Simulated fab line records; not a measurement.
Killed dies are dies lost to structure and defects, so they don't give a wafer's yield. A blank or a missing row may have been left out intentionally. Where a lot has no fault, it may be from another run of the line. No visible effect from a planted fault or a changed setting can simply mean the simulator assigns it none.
Which of the tools did it? / flow gf180mcu / 13 lots with 39 wafers sampled at 5 steps, on a route of 602 steps

== WHAT THE GAUGES READ, wafer by wafer ==
GF_STI_THK_MEAS_24.
lot=L107; measured=day 2 11:57; on=film metro-03; STI_CVD_23_THK (nm)=660 656 655
lot=L108; measured=day 2 14:41; on=film metro-03; STI_CVD_23_THK (nm)=648 642 653
lot=L110; measured=day 3 04:39; on=film metro-04; STI_CVD_23_THK (nm)=651 651 652
lot=L111; measured=day 3 05:58; on=film metro-02; STI_CVD_23_THK (nm)=645 646 649
lot=L113; measured=day 3 17:43; on=film metro-03; STI_CVD_23_THK (nm)=660 647 653
lot=L116; measured=day 4 12:44; on=film metro-03; STI_CVD_23_THK (nm)=661 656 651
lot=L117; measured=day 4 16:30; on=film metro-03; STI_CVD_23_THK (nm)=663 660 658
lot=L118; measured=day 4 23:16; on=film metro-04; STI_CVD_23_THK (nm)=657 649 654
lot=L119; measured=day 4 23:17; on=film metro-03; STI_CVD_23_THK (nm)=659 652 648
lot=L122; measured=day 5 21:25; on=film metro-03; STI_CVD_23_THK (nm)=651 651 646
lot=L125; measured=day 6 08:37; on=film metro-02; STI_CVD_23_THK (nm)=1156 646 653 1157 646 653
lot=L128; measured=day 6 23:53; on=film metro-03; STI_CVD_23_THK (nm)=645 651 652
lot=L129; measured=day 7 03:34; on=film metro-04; STI_CVD_23_THK (nm)=644 643 643

GF_LVPWELL_OVL_MEAS_07.
lot=L107; measured=day 4 05:29; on=overlay-01; LVPWELL_OVL (nm)=-0.7 1.0 -2.4
lot=L108; measured=day 4 08:49; on=overlay-02; LVPWELL_OVL (nm)=1.7 0.0 1.9
lot=L110; measured=day 4 22:20; on=overlay-02; LVPWELL_OVL (nm)=-0.5 1.4 0.3
lot=L111; measured=day 5 01:03; on=overlay-02; LVPWELL_OVL (nm)=1.0 1.8 1.9
lot=L113; measured=day 5 17:40; on=overlay-01; LVPWELL_OVL (nm)=3.9 1.2 5.3
lot=L116; measured=day 6 10:56; on=overlay-02; LVPWELL_OVL (nm)=0.8 0.1 0.6
lot=L117; measured=day 6 16:47; on=overlay-01; LVPWELL_OVL (nm)=-0.2 0.6 -1.2
lot=L118; measured=day 6 22:41; on=overlay-02; LVPWELL_OVL (nm)=-0.2 0.9 1.4
lot=L119; measured=day 6 22:53; on=overlay-01; LVPWELL_OVL (nm)=-0.6 1.6 3.0
lot=L122; measured=day 8 00:46; on=overlay-01; LVPWELL_OVL (nm)=0.0 1.4 0.7
lot=L125; measured=day 8 09:38; on=overlay-01; LVPWELL_OVL (nm)=-1.9 -0.9 0.6
lot=L128; measured=day 9 02:50; on=overlay-01; LVPWELL_OVL (nm)=1.4 -0.5 0.8
lot=L129; measured=day 9 05:29; on=overlay-01; LVPWELL_OVL (nm)=0.9 -1.3 -1.5

GF_VT_IMPLANT_RS_MEAS_46: measurement is done with a four-point probe.
lot=L107; measured=day 7 19:18; on=film metro-04; MVSD_RS (ohm/sq)=456.3 456.6 457.2
lot=L108; measured=day 7 23:19; on=film metro-03; MVSD_RS (ohm/sq)=456.6 456.9 455.9
lot=L110; measured=day 8 16:49; on=film metro-01; MVSD_RS (ohm/sq)=454.9 455.5 456.5
lot=L111; measured=day 8 20:38; on=film metro-01; MVSD_RS (ohm/sq)=455.7 455.8 455.9
lot=L113; measured=day 9 17:07; on=film metro-01; MVSD_RS (ohm/sq)=455.7 456.4 456.3
lot=L116; measured=day 10 18:19; on=film metro-04; MVSD_RS (ohm/sq)=457.6 455.8 457.9
lot=L117; measured=day 10 19:43; on=film metro-01; MVSD_RS (ohm/sq)=457.5 458.2 457.4
lot=L118; measured=day 11 03:10; on=film metro-03; MVSD_RS (ohm/sq)=455.5 456.1 457.2
lot=L119; measured=day 11 05:10; on=film metro-01; MVSD_RS (ohm/sq)=456.9 456.8 457.0
lot=L122; measured=day 12 14:05; on=film metro-03; MVSD_RS (ohm/sq)=456.0 457.3 457.9
lot=L125; measured=day 13 00:41; on=film metro-01; MVSD_RS (ohm/sq)=456.3 455.7 456.7
lot=L128; measured=day 13 21:43; on=film metro-01; MVSD_RS (ohm/sq)=456.0 457.1 458.0
lot=L129; measured=day 13 22:50; on=film metro-04; MVSD_RS (ohm/sq)=456.5 457.9 457.1

== EACH LOT AND THE TOOL THAT RAN IT (in order: tool; ch and the chambers of the sampled wafers; start) ==
lot=L107; GF_STI_CVD_23=hdpcvd-02 ch 0,2, day 2 11:52; GF_STI_CMP_25=cmp-01 ch 1,2, day 2 12:03
lot=L108; GF_STI_CVD_23=hdpcvd-02 ch 1,2, day 2 14:36; GF_STI_CMP_25=cmp-01 ch 0,1,2, day 2 14:47
lot=L110; GF_STI_CVD_23=hdpcvd-01 ch 0,2, day 3 04:34; GF_STI_CMP_25=cmp-02 ch 0,1,3, day 3 04:46
lot=L111; GF_STI_CVD_23=hdpcvd-01 ch 0,1,2, day 3 05:53; GF_STI_CMP_25=cmp-01 ch 0,2,3, day 3 06:08
lot=L113; GF_STI_CVD_23=hdpcvd-02 ch 1,2, day 3 17:38; GF_STI_CMP_25=cmp-01 ch 0,1, day 3 17:49
lot=L116; GF_STI_CVD_23=hdpcvd-02 ch 0,2, day 4 12:39; GF_STI_CMP_25=cmp-01 ch 0,2,3, day 4 12:53
lot=L117; GF_STI_CVD_23=hdpcvd-01 ch 0,1, day 4 16:25; GF_STI_CMP_25=cmp-01 ch 1,2,3, day 4 16:37
lot=L118; GF_STI_CVD_23=hdpcvd-02 ch 0,1, day 4 23:11; GF_STI_CMP_25=cmp-02 ch 0,1, day 4 23:20
lot=L119; GF_STI_CVD_23=hdpcvd-01 ch 1,2, day 4 23:11; GF_STI_CMP_25=cmp-01 ch 0,2, day 4 23:20
lot=L122; GF_STI_CVD_23=hdpcvd-02 ch 0,2, day 5 21:20; GF_STI_CMP_25=cmp-02 ch 1,2, day 5 21:28
lot=L125; GF_STI_CVD_23=hdpcvd-01 ch 0,1,2, day 6 08:32; GF_STI_CMP_25=cmp-02 ch 0,3, day 6 12:08
lot=L128; GF_STI_CVD_23=hdpcvd-02 ch 0,2, day 6 23:47; GF_STI_CMP_25=cmp-02 ch 0,1, day 6 23:55
lot=L129; GF_STI_CVD_23=hdpcvd-02 ch 0,1, day 7 03:29; GF_STI_CMP_25=cmp-02 ch 0,1,3, day 7 03:41
- GF_STI_CVD_23: deposits SiO2, target thk 650 nm, time 108.3 s.
- GF_STI_CMP_25: polishes, stops on Si3N4, t overpolish 33 s, target thk 524.6 nm.

== AS READ BY THE TOOLS THEMSELVES (means over the sampled wafers that have a number; for cases with no such wafer, the mark the record gives instead) ==
GF_STI_CMP_25.
lot=L107; tool=cmp-01; motor current A (A)=13.8; platen rpm (rpm)=60.00; time to endpoint s (s)=126
lot=L108; tool=cmp-01; motor current A (A)=13.3; platen rpm (rpm)=60.03; time to endpoint s (s)=125
lot=L110; tool=cmp-02; motor current A (A)=13.2; platen rpm (rpm)=60.00; time to endpoint s (s)=129
lot=L111; tool=cmp-01; motor current A (A)=12.9; platen rpm (rpm)=59.93; time to endpoint s (s)=122
lot=L113; tool=cmp-01; motor current A (A)=12.2; platen rpm (rpm)=60.00; time to endpoint s (s)=124
lot=L116; tool=cmp-01; motor current A (A)=12.8; platen rpm (rpm)=59.98; time to endpoint s (s)=121
lot=L117; tool=cmp-01; motor current A (A)=12.9; platen rpm (rpm)=59.98; time to endpoint s (s)=120
lot=L118; tool=cmp-02; motor current A (A)=13.8; platen rpm (rpm)=59.99; time to endpoint s (s)=124
lot=L119; tool=cmp-01; motor current A (A)=12.4; platen rpm (rpm)=60.05; time to endpoint s (s)=122
lot=L122; tool=cmp-02; motor current A (A)=13.6; platen rpm (rpm)=60.02; time to endpoint s (s)=122
lot=L125; tool=cmp-02; motor current A (A)=12.9; platen rpm (rpm)=60.01; time to endpoint s (s)=156
lot=L128; tool=cmp-02; motor current A (A)=13.6; platen rpm (rpm)=60.01; time to endpoint s (s)=126
lot=L129; tool=cmp-02; motor current A (A)=13.3; platen rpm (rpm)=60.01; time to endpoint s (s)=125

== THE ANSWER, worked out from the rows above alone ==
Rule: the usual values come from the lots themselves. The widest of any qualifying gaps counts: lots, ordered by their means at a reading, are off when they make up no more than a third of the lots, leave a main group of 4 or more, and stand apart from it by 3 or more times the standard deviation of that group's means. Not used: any main group whose means are identical at the precision the tables above print for the reading. A lot without any number at a reading at which 4 lots or more have one is off too. All remaining lots with rows at the step are treated as sound. After the gauges, taken in route order, come the tools' own readings; for these a lot's mean is taken, as printed above. At the first step where some lot is off, the reading lying furthest off is the one used; lots without a number count as furthest.
Off: L125, seen at GF_STI_THK_MEAS_24 (STI_CVD_23_THK). The main group has a mean of 652 nm with a standard deviation of 4.6.
If a tool, at a process step before that reading, ran all the lots that are off and no sound lot after the first of them, it fits. The gauges at GF_STI_THK_MEAS_24 aren't tried: what is off there is off at GF_STI_CMP_25 too, on other tools, and a gauge's error can't cause that. One fits: GF_STI_CVD_23 on hdpcvd-01. Its last sound lot is L119 (day 4 23:11), its first lot that is off L125 (day 6 08:32): a fault that began between those two fits.

== WHAT HAD BEEN PUT IN BY THE SIMULATOR ==
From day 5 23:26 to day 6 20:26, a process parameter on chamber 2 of hdpcvd-01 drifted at GF_STI_CVD_23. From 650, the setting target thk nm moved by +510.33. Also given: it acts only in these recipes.
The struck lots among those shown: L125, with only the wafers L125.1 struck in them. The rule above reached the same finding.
